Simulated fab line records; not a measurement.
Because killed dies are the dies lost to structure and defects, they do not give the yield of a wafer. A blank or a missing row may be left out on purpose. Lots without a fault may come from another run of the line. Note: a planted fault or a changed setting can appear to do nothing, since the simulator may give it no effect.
One fault through the eyes of 2 desks ; flow gf180mcu ; each desk holds nothing but its own numbers, with what lay behind them at the end

== THE TOOL OWNER'S DESK: lpcvd-02 ==
The tool's own readings at GF_HV_LDD_CVD_56 (deposits Si3N4 from DCS/NH3, target thk 90 nm, time 1543 s): means of the sampled wafers that have a number, for each lot that ran on this tool. Any lot whose mean is over 4 standard deviations away from the usual mean is out of limits and marked OUT; that distance is given in the brackets.
Columns: A = spikeTcBottomC at GF_HV_LDD_CVD_56, usual 789.5 C; B = spikeTcCentreC at GF_HV_LDD_CVD_56, usual 770.3 C; C = spikeTcLowerC at GF_HV_LDD_CVD_56, usual 769.8 C; D = spikeTcTopC at GF_HV_LDD_CVD_56, usual 784.1 C; E = susceptorTempC at GF_HV_LDD_CVD_56, usual 770.0 C
lot;first seen here;A;B;C;D;E
L620;day 12 16:59;787.1;771.4;770.8;787.7;770.2
L621;day 12 18:25;786.7;771.2;770.7;787.9;769.7
L625;day 14 03:13;787.3;768.7;768.9;784.4;769.8
L626;day 14 13:24;787.6;768.3;769.7;784.1;769.9
L627;day 14 15:05;787.9;768.1;770.2;784.2;769.7
L629;day 15 17:18;790.6;770.9;772.4;787.5;772.8 (+9.0) OUT
L632;day 16 11:58;790.9;771.2;773.2;786.9;772.8 (+8.9) OUT
L641;day 19 12:45;789.7;768.6;770.4;784.0;769.8
L643;day 20 08:45;787.1;770.1;770.9;788.1;770.0
This desk's finding: out of limits on L629, L632; first on L629, day 15 17:18 (susceptorTempC at GF_HV_LDD_CVD_56). L620, L621, L625, L626, L627, L641, L643 stayed within limits.

== METROLOGY DESK ==
What the gauges read, lot by lot, whatever tool the lot ran on: means of the sampled wafers that have a number. Any lot whose mean is over 4 standard deviations away from the usual mean is out of limits and marked OUT; that distance is given in the brackets.
Columns: A = DUAL_GATE_OVL at GF_DUAL_GATE_OVL_MEAS_11, usual -0.4 nm; B = HV_LDD_CVD_56_THK at GF_HV_LDD_THK_MEAS_57, usual 90.1 nm; C = NSD_OVL at GF_NSD_OVL_MEAS_08, usual 0.4 nm; D = PSD_RS at GF_PSD_RS_MEAS_15, usual 108.59 ohm/sq
lot;first seen here;A;B;C;D
L620;day 8 12:39;-0.2;90.5;2.2;108.60
L621;day 8 15:56;0.2;89.2;1.6;108.56
L622;day 9 00:38;-0.6;91.3;1.7;108.80
L625;day 9 18:56;-1.7;89.3;1.7;108.28
L626;day 10 04:28;1.3;89.1;1.9;108.68
L627;day 10 04:35;-0.3;89.3;-0.5;108.32
L629;day 11 02:15;1.2;95.0 (+4.9) OUT;-0.4;108.69
L632;day 11 20:23;0.3;94.1 (+4.0) OUT;-0.4;108.50
L633;day 12 04:43;-0.7;90.9;-1.7;108.72
L641;day 14 10:50;0.5;91.4;-0.2;108.67
L642;day 14 18:41;-1.3;90.7;-1.1;108.79
L643;day 14 21:53;0.1;91.0;1.1;108.56
This desk reports L629, L632 out of limits; the earliest was L629 at day 15 18:45 (HV_LDD_CVD_56_THK at GF_HV_LDD_THK_MEAS_57). L620, L621, L622, L625, L626, L627, L633, L641, L642, L643 stayed within limits.

== ALL TOGETHER ==
An alarm could have come from the tool owner's desk at day 15 17:18, on L629, L632.
An alarm was possible from the metrology desk at day 15 18:45, on L629, L632.
GF_HV_LDD_CVD_56 was run on lpcvd-02 by each of the lots named.

== WHAT THE SIMULATOR HAD PUT IN ==
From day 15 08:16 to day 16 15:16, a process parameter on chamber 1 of lpcvd-02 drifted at GF_HV_LDD_CVD_56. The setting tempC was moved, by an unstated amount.
Shown lots that were struck: L629, L632.
Delay (hours) between the fault's onset and each desk's first out-of-limits reading: 9 at the tool owner's desk, 10 at the metrology desk.
